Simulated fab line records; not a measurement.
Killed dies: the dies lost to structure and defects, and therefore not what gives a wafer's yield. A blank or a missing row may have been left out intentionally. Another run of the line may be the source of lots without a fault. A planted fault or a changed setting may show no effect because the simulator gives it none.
Which tool was responsible? | flow sky130 | 30 wafers from 10 lots sampled at 3 of the route's 708 steps

WHAT THE GAUGES SHOWED, per wafer
SKY_SPACER_THK_MEAS_01. Usual: for SPACER_CVD_00_THK the level is 42.9 nm and the standard deviation is 0.38.
lot  | measured     | on           | SPACER_CVD_00_THK (nm)        | flag
L336 | day 24 22:20 | filmMetro-01 | 42.6 42.2 43.2                | 
L337 | day 25 12:30 | filmMetro-02 | 43.2 43.7 43.0                | 
L338 | day 25 19:46 | filmMetro-02 | 43.2 43.2 42.9                | 
L340 | day 26 07:01 | filmMetro-01 | 42.8 43.2 42.6                | 
L341 | day 26 19:32 | filmMetro-03 | 43.1 43.0 43.5                | 
L342 | day 27 06:19 | filmMetro-03 | 42.8 42.7 42.7                | 
L343 | day 27 06:17 | filmMetro-01 | 43.8 43.4 43.4                | 
L344 | day 27 16:14 | filmMetro-02 | 42.7 42.3 42.6                | 
L345 | day 27 20:09 | filmMetro-02 | 43.3 43.5 43.2                | 
L349 | day 29 08:11 | filmMetro-03 | 31.4 31.4 31.3 31.3 31.5 31.3 | OFF

WHICH TOOL RAN EACH LOT (tool, then ch and the chambers of the sampled wafers, then the start)
lot  | SKY_SONOS_ONO_STRIP_17              | SKY_SPACER_CVD_00
L336 | plasmaAsher-02 ch 0,1, day 14 08:26 | lpcvd-02 ch 1, day 24 20:31
L337 | plasmaAsher-04 ch 0,1, day 14 19:28 | lpcvd-02 ch 1, day 25 11:17
L338 | plasmaAsher-04 ch 0,1, day 15 04:53 | lpcvd-02 ch 1, day 25 18:34
L340 | plasmaAsher-01 ch 0,1, day 15 14:32 | lpcvd-02 ch 0, day 26 05:47
L341 | plasmaAsher-02 ch 0,1, day 16 00:29 | lpcvd-02 ch 1, day 26 18:19
L342 | plasmaAsher-01 ch 0,1, day 16 12:19 | lpcvd-02 ch 1, day 27 05:05
L343 | plasmaAsher-02 ch 0,1, day 16 16:08 | lpcvd-02 ch 1, day 27 05:05
L344 | plasmaAsher-02 ch 0, day 17 01:21   | lpcvd-02 ch 0, day 27 15:02
L345 | plasmaAsher-02 ch 0,1, day 17 05:49 | lpcvd-02 ch 0, day 27 18:55
L349 | plasmaAsher-01 ch 1, day 18 18:57   | lpcvd-02 ch 0, day 29 06:22
- SKY_SONOS_ONO_STRIP_17: strips in O2/N2.
- SKY_SPACER_CVD_00: deposits Si3N4 from DCS/NH3, target thk 43.1 nm, time 740 s.

AS READ BY THE TOOLS THEMSELVES (means over the sampled wafers that have a number; for cases with no such wafer, the mark the record gives instead)
SKY_SONOS_ONO_STRIP_17. Usual: drypumpMotorCurrentA 5.6 A, standard deviation 0.41; oesProductAu 0.710 a.u., standard deviation 0.005; stripTimeToEndpointS 14.09 s, standard deviation 0.043.
lot  | tool           | drypumpMotorCurrentA (A) | oesProductAu (a.u.) | stripTimeToEndpointS (s) | flag
L336 | plasmaAsher-02 | 6.2                      | 0.711               | 14.09                    | 
L337 | plasmaAsher-04 | 5.5                      | 0.705               | 14.10                    | 
L338 | plasmaAsher-04 | 5.5                      | 0.710               | 14.06                    | 
L340 | plasmaAsher-01 | 5.4                      | 0.710               | 14.11                    | 
L341 | plasmaAsher-02 | 6.0                      | 0.709               | 14.05                    | 
L342 | plasmaAsher-01 | 5.4                      | 0.714               | 14.15                    | 
L343 | plasmaAsher-02 | 6.2                      | 0.708               | 14.14                    | 
L344 | plasmaAsher-02 | 6.4                      | 0.709               | 14.10                    | 
L345 | plasmaAsher-02 | 6.0                      | 0.711               | 14.09                    | 
L349 | plasmaAsher-01 | 5.7                      | 0.715               | 14.10                    | 

SKY_SPACER_CVD_00. Usual: spikeTcBottomC 787 C, standard deviation 3.6; spikeTcCentreC 769.9 C, standard deviation 1.2; spikeTcLowerC 770.4 C, standard deviation 1.2; spikeTcTopC 782.3 C, standard deviation 1.1; spikeTcUpperC 771.7 C, standard deviation 1.5; susceptorTempC 770.03 C, standard deviation 0.27; zonePowerLowerPct 14.20 %, standard deviation 0.19; zonePowerUpperPct 11.85 %, standard deviation 0.14.
lot  | tool     | spikeTcBottomC (C) | spikeTcCentreC (C) | spikeTcLowerC (C) | spikeTcTopC (C) | spikeTcUpperC (C) | susceptorTempC (C) | zonePowerLowerPct (%) | zonePowerUpperPct (%) | flag
L336 | lpcvd-02 | 788                | 769.3              | 769.6             | 782.5           | 771.8             | 769.61             | 14.12                 | 12.04                 | 
L337 | lpcvd-02 | 790                | 768.5              | 771.0             | 782.8           | 771.2             | 769.75             | 14.20                 | 11.93                 | 
L338 | lpcvd-02 | 789                | 769.3              | 770.0             | 782.6           | 772.7             | 769.88             | 14.27                 | 11.95                 | 
L340 | lpcvd-02 | 782                | 771.1              | 768.7             | 781.7           | 769.4             | 770.06             | 13.98                 | 11.68                 | 
L341 | lpcvd-02 | 789                | 769.9              | 769.5             | 782.5           | 773.3             | 770.35             | 14.34                 | 11.70                 | 
L342 | lpcvd-02 | 789                | 769.5              | 770.8             | 783.0           | 772.1             | 770.05             | 13.98                 | 11.96                 | 
L343 | lpcvd-02 | 788                | 769.6              | 770.6             | 782.7           | 773.2             | 770.14             | 14.38                 | 11.94                 | 
L344 | lpcvd-02 | 781                | 769.9              | 767.9             | 781.8           | 769.9             | 769.92             | 13.96                 | 11.62                 | 
L345 | lpcvd-02 | 781                | 771.4              | 769.6             | 781.5           | 769.8             | 770.02             | 14.06                 | 11.70                 | 
L349 | lpcvd-02 | 767                | 755.6              | 753.7             | 766.3           | 754.1             | 754.49             | 13.56                 | 11.34                 | OFF

THE ANSWER, worked out from the rows above alone
Rule: lot off if the mean of its wafers having a number is beyond 3 standard deviations from the usual mean. A lot without any number at a reading at which 4 lots or more have one is off too. Any other lot the step has rows for is counted as sound. Order of review: gauges by route order, followed by the tools' own readings, for which a lot's mean as printed above is used. The first step at which some lot is off is used, and at that step the reading that is off furthest; a lot without a number counts as furthest.
Off: at SKY_SPACER_THK_MEAS_01 (SPACER_CVD_00_THK), L349.
A tool fits if, at a process step before that reading, it ran every lot that is off, and no sound lot after the first of them. The gauges at SKY_SPACER_THK_MEAS_01 aren't tried: what is off there is off at SKY_SPACER_CVD_00 too, on other tools, and a gauge's error can't cause that. Undecided on this evidence; 2 tools fit (plasmaAsher-01 at SKY_SONOS_ONO_STRIP_17, lpcvd-02 at SKY_SPACER_CVD_00).

WHAT WAS PUT IN BY THE SIMULATOR
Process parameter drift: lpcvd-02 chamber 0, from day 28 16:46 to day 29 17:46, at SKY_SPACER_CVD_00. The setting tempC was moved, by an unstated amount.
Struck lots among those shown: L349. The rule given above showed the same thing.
